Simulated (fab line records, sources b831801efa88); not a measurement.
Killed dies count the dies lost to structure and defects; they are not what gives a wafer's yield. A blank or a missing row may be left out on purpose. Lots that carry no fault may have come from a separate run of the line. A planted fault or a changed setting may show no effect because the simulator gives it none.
A struck lot beside a sound one :: flow sky130 :: 15 steps out of a route of 708
Sound: wafers L712.1, L712.3, L712.6. The struck wafers were L730.1, L730.4, L730.6. At the end, the cause is stated.
Each step with rows lists, per side, the tool, then ch with its chambers, then its first start. Under that, the readings that differ: sound wafers :: struck wafers :: difference of the means :: sigmas: that difference in standard deviations of wafers without a fault.
alike: same words and numbers on both sides, and readings whose means sit less than 2 such deviations apart. not compared: any withheld reading, any reading some wafer has no value for, any bound like >300 that may hide the same value, and any number with overlapping values for which the record gives no deviation.
The two part at a step that has a row with sigmas, a row that says differs or no value, or rows on one side only. Numbers that have no deviation but don't overlap get no sigmas and don't part them. A reading missing from all wafers of one side parts the sides only when that side holds two or more wafers.

SKY_LDD_HVP_TW_MEAS_10:
  sound on film-metro-02, day 22 14:29; struck on film-metro-04, day 28 17:31
reading: LDD_HVP_TW
sound: 451 449 451
struck: 462 462 463
difference: +12
sigmas: +2
then, 7 steps without rows for these wafers: SKY_LDD_LDN_DEHYDRATE_00 (time 60 s); SKY_LDD_LDN_HMDS_01 (prime time 60 s); SKY_LDD_LDN_COAT_02 (resist thk 1140 nm); SKY_LDD_LDN_SOFTBAKE_03 (time 60 s); SKY_LDD_LDN_EXPOSE_04 (exposes mask LDNTM, target cd 700 nm); SKY_LDD_LDN_PEB_05; SKY_LDD_LDN_DEVELOP_06 (develop time 60 s).
SKY_LDD_LDN_OVL_MEAS_07:
  sound on overlay-01, day 23 20:53; struck on overlay-02, day 29 21:35
  alike: LDD_LDN_OVL
then, 3 steps without rows for these wafers: SKY_LDD_LDN_IMPLANT_08; SKY_LDD_LDN_IMPLANT_09; SKY_LDD_LDN_IMPLANT_10.
SKY_LDD_LDN_IMPLANT_11:
  sound on implanter-01 ch 0, day 23 21:22; struck on implanter-01 ch 0, day 29 22:04
reading: beam-energy-keV
sound: 14.999 15.001 15.005
struck: 19.086 19.097 19.091
difference: +4.090
sigmas: +99 or more

reading: model.implant.rp-nm (nm)
sound: 13.45 13.45 13.45
struck: 16.15 16.15 16.15
difference: +2.70
sigmas: 

reading: model.implant.drp-nm (nm)
sound: 5.933 5.933 5.933
struck: 6.983 6.983 6.983
difference: +1.050
sigmas: 
SKY_LDD_LDN_STRIP_12: strips in O2/N2.
  sound on plasma-asher-04 ch 0, day 23 21:31; struck on plasma-asher-03 ch 0, day 29 22:13
reading: drypump-motor-current-A (A)
sound: 5.9 6.0 6.0
struck: 5.0 5.0 5.1
difference: -0.9
sigmas: -3
  alike: o2-flow-sccm, oes-product-au, strip-time-to-endpoint-s
  not compared: rf-hours-counter-h
-- here the record skips 21 days between the struck wafers' starts before and after, leaving off in module LDD_LDN and picking up in module PAD_OPEN (first step shown: number 708 of the route) --
SKY_PAD_OPEN_PROBE_99:
  sound on prober-02, day 46 20:57; struck on prober-01, day 50 15:07
reading: model.etest.tip-sonos.rs-ohm-sq
sound: 2719 2693 2683
struck: 2431 2444 2432
difference: -263
sigmas: 
  alike: killed_at_M0_to_M3, killed_at_M4_up, killed-at-contacts, killed-at-front-end, killed-at-other, killed-dies, killed-open, killed-short

WHERE THEY PART
Earliest at SKY_LDD_HVP_TW_MEAS_10; latest, in this record, at SKY_LDD_LDN_STRIP_12. Later steps at which nothing parts them and some readings are alike: SKY_PAD_OPEN_PROBE_99.

WHY: whatever the simulator had introduced
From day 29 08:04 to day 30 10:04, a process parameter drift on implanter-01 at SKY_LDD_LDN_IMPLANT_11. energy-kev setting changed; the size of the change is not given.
